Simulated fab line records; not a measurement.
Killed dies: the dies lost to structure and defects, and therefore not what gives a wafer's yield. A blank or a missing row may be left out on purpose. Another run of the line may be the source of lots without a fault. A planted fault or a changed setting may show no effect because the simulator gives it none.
Matching of chambers :: flow sky130 :: 4 sister chambers for SKY_VIA3_CMP_02 on cmp-02
The step polishes SiO2. 4 wafers are shown with their chamber, then 7 later ones without.

EACH WAFER AND ITS CHAMBER
wafer: L711.3
chamber: 1
motor_current_A (A): 11.3

wafer: L711.5
chamber: 3
motor_current_A (A): 10.5

wafer: L713.1
chamber: 2
motor_current_A (A): 10.2

wafer: L713.4
chamber: 0
motor_current_A (A): 12.0

WAFERS WITHOUT THEIR CHAMBER
wafer: L713.6
motor_current_A (A): 10.7

wafer: L717.1
motor_current_A (A): 11.6

wafer: L717.2
motor_current_A (A): 9.9

wafer: L717.3
motor_current_A (A): 11.1

wafer: L721.4
motor_current_A (A): 11.6

wafer: L721.5
motor_current_A (A): 10.6

wafer: L721.6
motor_current_A (A): 10.1

WHICH CHAMBER EACH WENT THROUGH
wafer: L713.6
from the rows above: can't be placed: 3 or 2 or 1
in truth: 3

wafer: L717.1
from the rows above: can't be placed: 1 or 0
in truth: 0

wafer: L717.2
from the rows above: can't be placed: 2 or 3
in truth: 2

wafer: L717.3
from the rows above: can't be placed: 1 or 3
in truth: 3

wafer: L721.4
from the rows above: can't be placed: 1 or 0
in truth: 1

wafer: L721.5
from the rows above: can't be placed: 3 or 2
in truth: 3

wafer: L721.6
from the rows above: can't be placed: 2 or 3
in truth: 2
0 of 7 placed correctly. From these rows, 7 cannot be placed; in 7 the true chamber is one of the candidates. Number placed wrongly: 0.
How it was worked out, from the rows above alone: a wafer's distance from a chamber is the root of the sum, over the readings, of the square of ((its reading less the chamber's mean) divided by the reading's scatter). The wafer belongs to the nearest chamber; if the next one is less than 2 further off, it can't be placed. For every chamber, the mean is computed from those of its wafers that are shown. The scatter: root of mean squared gap, hidden wafer to nearest shown wafer, with one shown wafer a chamber.
